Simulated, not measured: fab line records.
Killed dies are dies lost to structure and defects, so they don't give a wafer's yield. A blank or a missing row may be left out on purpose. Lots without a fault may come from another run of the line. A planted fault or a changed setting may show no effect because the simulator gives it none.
fab line records + flow sky130 + part 2 of 2: steps 27 to 36 of 36
record
- lots=5
- wafers=15
- last_day=50
route steps=708 shown CAPM@548 METAL3@555 VIA3@573
lots that met no fault: taken from a fault-free run of the same line
start_h: hours from the record's opening day to when the first of the lot's shown wafers began + wait_h: hours since the lot's step before + " same as the row above + L1.1+2: a single row standing in for several wafers + - value missing, or start not given + * or withheld: withheld + < > ~ a bound
route shown NAME@n: names a module that has steps shown in the file, with the first one's number in the route + usual: mean/standard deviation taken from wafers without a fault + same: alike in all rows + chamber/n: place in a boat + sites: readings site by site + _std_site: their standard deviation + _edge_site: the outer-site mean with the inner-site mean subtracted + radius_mm: how far each site lies from the wafer's centre + mask NAME#n: copy n + behind: tool/chamber where the wafer was last shaped + hold: why the lot was held/for how many hours/how that ended + device: names the non-switching transistor (n, p or np) + end of line: the same wafers' tests at the end of the route + for a step that has no rows: nothing shown but its recipe + killed: not the wafer's yield, but the dies lost to structure and defects at the first sort + map: per-die view of a wafer (x killed, . not killed, _ where there is no die)
set.NAME: the run value of the setting; set.NAME@STEP: its run value at that earlier step + model.NAME: the simulator's own value behind a step, which no gauge read
lots at selected steps of the route; one table per step, one row per wafer
services: from which hour (start_h, from the record's first day; less than 0 if before it) a tool's chamber was out of use, for how many hours, and why
## steps
# step SKY_VIA3_THK_MEAS_01
# recipe
- reads=SiO2_of_VIA3_HDPCVD_00
# usual
- VIA3_HDPCVD_THK=1632/17
| lot.wafer | tool          | chamber | start_h | wait_h | VIA3_HDPCVD_THK[nm] |
|-----------|---------------|---------|---------|--------|---------------------|
| L075.3    | film_metro-01 | -       | 901.51  | 0.1    | 1633                |
| L075.4    | "             | -       | "       | "      | 1640                |
| L075.6    | "             | -       | "       | "      | 1629                |
| L081.1    | film_metro-03 | -       | 944.82  | 0.1    | 1640                |
| L081.3    | "             | -       | "       | "      | 1628                |
| L081.4    | "             | -       | "       | "      | 1624                |
| L085.2    | film_metro-03 | -       | 970.05  | 0.1    | 1653                |
| L085.4    | "             | -       | "       | "      | 1638                |
| L085.6    | "             | -       | "       | "      | 1637                |
| L095.1    | film_metro-01 | -       | 1043.02 | 0.1    | 1642                |
| L095.4    | "             | -       | "       | "      | 1665                |
| L095.6    | "             | -       | "       | "      | 1632                |
| L097.1    | film_metro-04 | -       | 1052.63 | 0.1    | 1652                |
| L097.3    | "             | -       | "       | "      | 1629                |
| L097.4    | "             | -       | "       | "      | 1675                |
# step SKY_VIA3_CMP_02
# recipe
- material=SiO2
- down_force_psi=4
- platen_rpm=60
- pad_velocity_m_s=0.94248
# usual
- motor_current_A=12.0/0.98
| lot.wafer | tool   | chamber | start_h | wait_h | motor_current_A |
|-----------|--------|---------|---------|--------|-----------------|
| L075.4    | cmp-01 | 3       | 901.65  | 0.1    | 12.0            |
| L075.3    | "      | 0       | "       | "      | 10.4            |
| L075.6    | "      | 1       | "       | "      | 12.3            |
| L081.3    | cmp-02 | 0       | 944.88  | 0.0    | 13.3            |
| L081.1    | "      | 2       | "       | "      | 10.6            |
| L081.4    | "      | 3       | "       | "      | 13.3            |
| L085.2    | cmp-01 | 0       | 970.15  | 0.1    | 10.6            |
| L085.4    | "      | 1       | "       | "      | 12.1            |
| L085.6    | "      | 0       | "       | "      | 10.5            |
| L095.4    | cmp-02 | 2       | 1043.34 | 0.3    | 10.2            |
| L095.1    | "      | 3       | "       | "      | 12.6            |
| L095.6    | "      | 2       | "       | "      | 10.0            |
| L097.4    | cmp-01 | 3       | 1052.69 | 0.0    | 11.1            |
| L097.3    | "      | 0       | "       | "      | 11.0            |
| L097.1    | "      | 2       | "       | "      | 12.1            |
# step SKY_VIA3_BOW_MEAS_03
# recipe
- mode=bow
# usual
- VIA3_BOW=80/7.5
| lot.wafer | tool          | chamber | start_h | wait_h | VIA3_BOW[um] |
|-----------|---------------|---------|---------|--------|--------------|
| L075.3    | film_metro-03 | -       | 901.89  | 0.1    | 72           |
| L075.4    | "             | -       | "       | "      | 83           |
| L075.6    | "             | -       | "       | "      | 78           |
| L081.1    | film_metro-01 | -       | 945.23  | 0.2    | 74           |
| L081.3    | "             | -       | "       | "      | 83           |
| L081.4    | "             | -       | "       | "      | 83           |
| L085.2    | film_metro-04 | -       | 970.42  | 0.2    | 89           |
| L085.4    | "             | -       | "       | "      | 87           |
| L085.6    | "             | -       | "       | "      | 77           |
| L095.1    | film_metro-03 | -       | 1043.59 | 0.1    | 90           |
| L095.4    | "             | -       | "       | "      | 98           |
| L095.6    | "             | -       | "       | "      | 93           |
| L097.1    | film_metro-01 | -       | 1052.99 | 0.1    | 92           |
| L097.3    | "             | -       | "       | "      | 86           |
| L097.4    | "             | -       | "       | "      | 81           |
# step SKY_VIA3_DEHYDRATE_04
# recipe
- temp_c=200
- time_s=60
# usual
- resist_line_temp_C=22.99/0.095
| lot.wafer | tool           | chamber | start_h | wait_h | resist_line_temp_C |
|-----------|----------------|---------|---------|--------|--------------------|
| L075.3    | litho_track-03 | 0       | 915.45  | 13.5   | 22.87              |
| L075.4    | "              | 0       | "       | "      | 22.98              |
| L075.6    | "              | 0       | "       | "      | 22.93              |
| L081.1    | litho_track-04 | 0       | 956.35  | 11.1   | 22.87              |
| L081.3    | "              | 0       | "       | "      | 23.15              |
| L081.4    | "              | 0       | "       | "      | 23.07              |
| L085.2    | litho_track-02 | 0       | 980.44  | 10.0   | 23.11              |
| L085.4    | "              | 0       | "       | "      | 23.11              |
| L085.6    | "              | 0       | "       | "      | 23.08              |
| L095.1    | litho_track-03 | 0       | 1052.45 | 8.8    | 22.94              |
| L095.4    | "              | 0       | "       | "      | 22.81              |
| L095.6    | "              | 0       | "       | "      | 22.93              |
| L097.1    | litho_track-02 | 0       | 1064.02 | 11.0   | 22.92              |
| L097.3    | "              | 0       | "       | "      | 22.99              |
| L097.4    | "              | 0       | "       | "      | 22.89              |
# step SKY_VIA3_HMDS_05
# recipe
- prime_time_s=60
- prime_temp_c=120
# usual
- resist_line_temp_C=23.01/0.099
| lot.wafer | tool           | chamber | start_h | wait_h | resist_line_temp_C |
|-----------|----------------|---------|---------|--------|--------------------|
| L075.3    | litho_track-03 | 0       | 915.60  | 0.1    | 22.97              |
| L075.4    | "              | 0       | "       | "      | 23.03              |
| L075.6    | "              | 0       | "       | "      | 22.99              |
| L081.1    | litho_track-04 | 0       | 956.50  | 0.1    | 22.95              |
| L081.3    | "              | 0       | "       | "      | 22.96              |
| L081.4    | "              | 0       | "       | "      | 22.90              |
| L085.2    | litho_track-02 | 0       | 980.59  | 0.1    | 23.08              |
| L085.4    | "              | 0       | "       | "      | 23.23              |
| L085.6    | "              | 0       | "       | "      | 23.15              |
| L095.1    | litho_track-03 | 0       | 1052.60 | 0.1    | 23.10              |
| L095.4    | "              | 0       | "       | "      | 23.12              |
| L095.6    | "              | 0       | "       | "      | 23.14              |
| L097.1    | litho_track-02 | 0       | 1064.17 | 0.1    | 23.00              |
| L097.3    | "              | 0       | "       | "      | 23.01              |
| L097.4    | "              | 0       | "       | "      | 23.05              |
# step SKY_VIA3_COAT_06
# recipe
- resist=BARC
- temp_c=withheld
- time_s=withheld
- spin_rpm=3000
- resist_thk_nm=60
# usual
- resist_line_temp_C=*
| lot.wafer | tool           | chamber | start_h | wait_h | resist_line_temp_C |
|-----------|----------------|---------|---------|--------|--------------------|
| L075.3    | litho_track-03 | 0       | 915.75  | 0.1    | *                  |
| L075.4    | "              | 0       | "       | "      | *                  |
| L075.6    | "              | 0       | "       | "      | *                  |
| L081.1    | litho_track-04 | 0       | 956.65  | 0.1    | *                  |
| L081.3    | "              | 0       | "       | "      | *                  |
| L081.4    | "              | 0       | "       | "      | *                  |
| L085.2    | litho_track-02 | 0       | 980.74  | 0.1    | *                  |
| L085.4    | "              | 0       | "       | "      | *                  |
| L085.6    | "              | 0       | "       | "      | *                  |
| L095.1    | litho_track-03 | 0       | 1052.75 | 0.1    | *                  |
| L095.4    | "              | 0       | "       | "      | *                  |
| L095.6    | "              | 0       | "       | "      | *                  |
| L097.1    | litho_track-02 | 0       | 1064.32 | 0.1    | *                  |
| L097.3    | "              | 0       | "       | "      | *                  |
| L097.4    | "              | 0       | "       | "      | *                  |
# step SKY_VIA3_COAT_07
# recipe
- resist=KrF-thick
- spin_rpm=3000
- resist_thk_nm=450
# usual
- resist_line_temp_C=23.01/0.097
| lot.wafer | tool           | chamber | start_h | wait_h | resist_line_temp_C |
|-----------|----------------|---------|---------|--------|--------------------|
| L075.3    | litho_track-03 | 0       | -       | -      | 22.95              |
| L075.4    | "              | 0       | "       | "      | 23.15              |
| L075.6    | "              | 0       | "       | "      | 22.98              |
| L081.1    | litho_track-04 | 0       | -       | -      | 23.22              |
| L081.3    | "              | 0       | "       | "      | 23.05              |
| L081.4    | "              | 0       | "       | "      | 23.16              |
| L085.2    | litho_track-02 | 0       | -       | -      | 22.99              |
| L085.4    | "              | 0       | "       | "      | 22.99              |
| L085.6    | "              | 0       | "       | "      | 23.00              |
| L095.1    | litho_track-03 | 0       | -       | -      | 22.94              |
| L095.4    | "              | 0       | "       | "      | 22.80              |
| L095.6    | "              | 0       | "       | "      | 22.90              |
| L097.1    | litho_track-02 | 0       | -       | -      | 22.90              |
| L097.3    | "              | 0       | "       | "      | 23.12              |
| L097.4    | "              | 0       | "       | "      | 23.08              |
# step SKY_VIA3_SOFTBAKE_08
# recipe
- temp_c=100
- time_s=90
- resist=KrF-thick
# usual
- resist_line_temp_C=23.00/0.11
| lot.wafer | tool           | chamber | start_h | wait_h | resist_line_temp_C |
|-----------|----------------|---------|---------|--------|--------------------|
| L075.3    | litho_track-03 | 0       | -       | -      | 23.05              |
| L075.4    | "              | 0       | "       | "      | 23.04              |
| L075.6    | "              | 0       | "       | "      | 23.07              |
| L081.1    | litho_track-04 | 0       | -       | -      | 22.96              |
| L081.3    | "              | 0       | "       | "      | 22.92              |
| L081.4    | "              | 0       | "       | "      | 22.95              |
| L085.2    | litho_track-02 | 0       | -       | -      | 23.01              |
| L085.4    | "              | 0       | "       | "      | 23.11              |
| L085.6    | "              | 0       | "       | "      | 22.98              |
| L095.1    | litho_track-03 | 0       | -       | -      | 23.08              |
| L095.4    | "              | 0       | "       | "      | 23.05              |
| L095.6    | "              | 0       | "       | "      | 22.92              |
| L097.1    | litho_track-02 | 0       | -       | -      | 23.14              |
| L097.3    | "              | 0       | "       | "      | 23.14              |
| L097.4    | "              | 0       | "       | "      | 23.19              |
# step SKY_VIA3_EXPOSE_09
# recipe
- mask_id=VIM3
- na=0.8
- source_shape=annular
- sigma_inner=0.55
- sigma_outer=0.85
- target_cd_nm=200
- dose_mj=38
# usual
- reticle_temp_C=23.01/0.1
| lot.wafer | tool           | chamber | start_h | wait_h | mask   | reticle_temp_C |
|-----------|----------------|---------|---------|--------|--------|----------------|
| L075.3    | krf_scanner-01 | 0       | -       | -      | VIM3#0 | 22.97          |
| L075.4    | "              | 0       | "       | "      | VIM3#0 | 23.15          |
| L075.6    | "              | 0       | "       | "      | VIM3#0 | 23.15          |
| L081.1    | krf_scanner-01 | 0       | -       | -      | VIM3#0 | 22.86          |
| L081.3    | "              | 0       | "       | "      | VIM3#0 | 22.98          |
| L081.4    | "              | 0       | "       | "      | VIM3#0 | 22.79          |
| L085.2    | krf_scanner-01 | 0       | -       | -      | VIM3#0 | 22.93          |
| L085.4    | "              | 0       | "       | "      | VIM3#0 | 22.98          |
| L085.6    | "              | 0       | "       | "      | VIM3#0 | 22.89          |
| L095.1    | krf_scanner-01 | 0       | -       | -      | VIM3#0 | 23.13          |
| L095.4    | "              | 0       | "       | "      | VIM3#0 | 23.20          |
| L095.6    | "              | 0       | "       | "      | VIM3#0 | 23.13          |
| L097.1    | krf_scanner-02 | 0       | -       | -      | VIM3#0 | 22.81          |
| L097.3    | "              | 0       | "       | "      | VIM3#0 | 22.97          |
| L097.4    | "              | 0       | "       | "      | VIM3#0 | 23.11          |
# step SKY_VIA3_PEB_10
# recipe
- peb_temp_c=withheld
- peb_time_s=withheld
- resist=KrF-thick
# usual
- resist_line_temp_C=*
| lot.wafer | tool           | chamber | start_h | wait_h | resist_line_temp_C |
|-----------|----------------|---------|---------|--------|--------------------|
| L075.3    | litho_track-04 | 0       | -       | -      | *                  |
| L075.4    | "              | 0       | "       | "      | *                  |
| L075.6    | "              | 0       | "       | "      | *                  |
| L081.1    | litho_track-02 | 0       | -       | -      | *                  |
| L081.3    | "              | 0       | "       | "      | *                  |
| L081.4    | "              | 0       | "       | "      | *                  |
| L085.2    | litho_track-04 | 0       | -       | -      | *                  |
| L085.4    | "              | 0       | "       | "      | *                  |
| L085.6    | "              | 0       | "       | "      | *                  |
| L095.1    | litho_track-02 | 0       | -       | -      | *                  |
| L095.4    | "              | 0       | "       | "      | *                  |
| L095.6    | "              | 0       | "       | "      | *                  |
| L097.1    | litho_track-02 | 0       | -       | -      | *                  |
| L097.3    | "              | 0       | "       | "      | *                  |
| L097.4    | "              | 0       | "       | "      | *                  |
## services
| tool           | chamber | start_h | hours | kind   |
|----------------|---------|---------|-------|--------|
| krf_scanner-02 | -       | 862.79  | 0.8   | pm     |
| rie_metal-01   | 0       | 868.32  | 1.5   | repair |
| krf_scanner-01 | -       | 870.73  | 1.3   | pm     |
| krf_scanner-01 | -       | 878.33  | 0.8   | pm     |
| rie_metal-04   | -       | 878.60  | 28.1  | pm     |
| rie_diel-03    | 2       | 884.18  | 3.3   | repair |
| krf_scanner-02 | -       | 888.58  | 4.4   | pm     |
| rie_diel-03    | 2       | 891.33  | 4.2   | repair |
| rie_metal-01   | 1       | 891.50  | 63.0  | repair |
| rie_diel-03    | -       | 908.74  | 0.5   | repair |
| krf_scanner-02 | -       | 915.40  | 1.0   | pm     |
| rie_diel-03    | 1       | 935.51  | 2.7   | repair |
| hdpcvd-02      | -       | 950.25  | 15.0  | pm     |
| krf_scanner-02 | -       | 952.21  | 1.3   | pm     |
| rie_diel-03    | -       | 954.04  | 1.1   | repair |
| krf_scanner-01 | -       | 959.60  | 1.1   | repair |
| krf_scanner-01 | -       | 974.91  | 1.0   | pm     |
| wet_bench-01   | -       | 984.58  | 1.1   | repair |
| krf_scanner-01 | -       | 990.22  | 1.6   | repair |
| krf_scanner-01 | -       | 992.19  | 4.0   | pm     |
| rie_metal-01   | 1       | 1001.88 | 12.3  | repair |
| krf_scanner-01 | -       | 1032.09 | 11.7  | repair |
| krf_scanner-01 | -       | 1046.63 | 1.3   | pm     |
| krf_scanner-01 | -       | 1047.93 | 0.8   | pm     |
